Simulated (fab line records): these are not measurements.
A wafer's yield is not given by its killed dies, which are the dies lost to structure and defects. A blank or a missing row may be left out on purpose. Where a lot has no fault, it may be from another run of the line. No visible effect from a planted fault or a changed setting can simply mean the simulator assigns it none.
Struck lot and sound lot, side by side | flow gf180mcu | 14 steps out of a route of 602
Sound: wafers L735.2, L735.4, L735.5. Wafers L742.1, L742.3, L742.6 were the ones struck. The cause is named last.
For every step that has rows: the tool of each side, followed by ch and its chambers, followed by its first start. Under that, the readings that differ: sound wafers | struck wafers | difference of the means | sigmas: that difference in standard deviations of wafers without a fault.
alike: same words and numbers on both sides, and readings whose means sit less than 2 such deviations apart. not compared: any withheld reading, any reading some wafer has no value for, any bound like >300 that may hide the same value, and any number with overlapping values for which the record gives no deviation.
A row with sigmas, a row that says differs or no value, or rows on one side alone: a step with any of these is where the two part. When numbers do not overlap yet have no deviation, they are printed without sigmas and do not part them. Lack of a reading on every wafer of one side parts them only where that side has two or more wafers.

GF_V2_THK_MEAS_01:
  sound on film_metro-02, day 23 09:12; struck on film_metro-02, day 25 11:29
  reading            | sound       | struck      | difference | sigmas
  V2_CVD_00_THK (nm) | 609 611 604 | 595 595 593 | -14        | -2
GF_V2_CVD_02: deposits SiO2 from TEOS, target thk 850 nm, time 94.851 s.
  sound on pecvd-02 ch 0,2, day 23 09:15; struck on pecvd-01 ch 0,2, day 25 11:32
  alike: heater_power_w
GF_V2_THK_MEAS_03:
  sound on film_metro-03, day 23 09:20; struck on film_metro-02, day 25 11:37
  alike: V2_CVD_02_THK
GF_V2_CMP_04: polishes SiO2.
  sound on cmp-01 ch 0,1,2, day 23 09:23; struck on cmp-02 ch 0,2,3, day 25 11:46
  alike: motor_current_A, time_to_endpoint_s
GF_V2_BOW_MEAS_05:
  sound on film_metro-03, day 23 09:42; struck on film_metro-02, day 25 11:58
  alike: V2_BOW
then, 7 steps without rows for these wafers: GF_V2_DEHYDRATE_06 (time 60 s); GF_V2_HMDS_07 (prime time 60 s); GF_V2_COAT_08; GF_V2_COAT_09 (resist thk 1000 nm); GF_V2_SOFTBAKE_10 (time 60 s); GF_V2_EXPOSE_11 (exposes mask Via2, target cd 260 nm); GF_V2_PEB_12 (peb time 90 s).
GF_V2_DEVELOP_13: develop time 60 s.
  sound on litho_track-03 ch 0, day 24 08:05; struck on litho_track-03, day 26 08:55
  no value came back on the struck wafers for chill_plate_temp_C (C), develop_time_s (s); on the sound wafers chill_plate_temp_C (C) reads 23.05 23.09 22.91
  reading                             | sound             | struck         | difference | sigmas
  model.KrF_of_V2_COAT_09.thk_nm (nm) | 988.5 986.9 988.1 | 1006 1010 1009 | +20        |
GF_V2_CD_MEAS_14 targets a cd of 260 nm.
  sound on cd_sem-01, day 24 08:14; struck on cd_sem-02, day 26 09:04
  reading    | sound             | struck | difference                    | sigmas
  cd_nm (nm) | 259.3 261.3 259.2 | - - -  | no value on the struck wafers |

== WHERE THEY PART ==
Earliest at GF_V2_THK_MEAS_01; latest, in this record, at GF_V2_CD_MEAS_14.

WHY: what had been put in by the simulator
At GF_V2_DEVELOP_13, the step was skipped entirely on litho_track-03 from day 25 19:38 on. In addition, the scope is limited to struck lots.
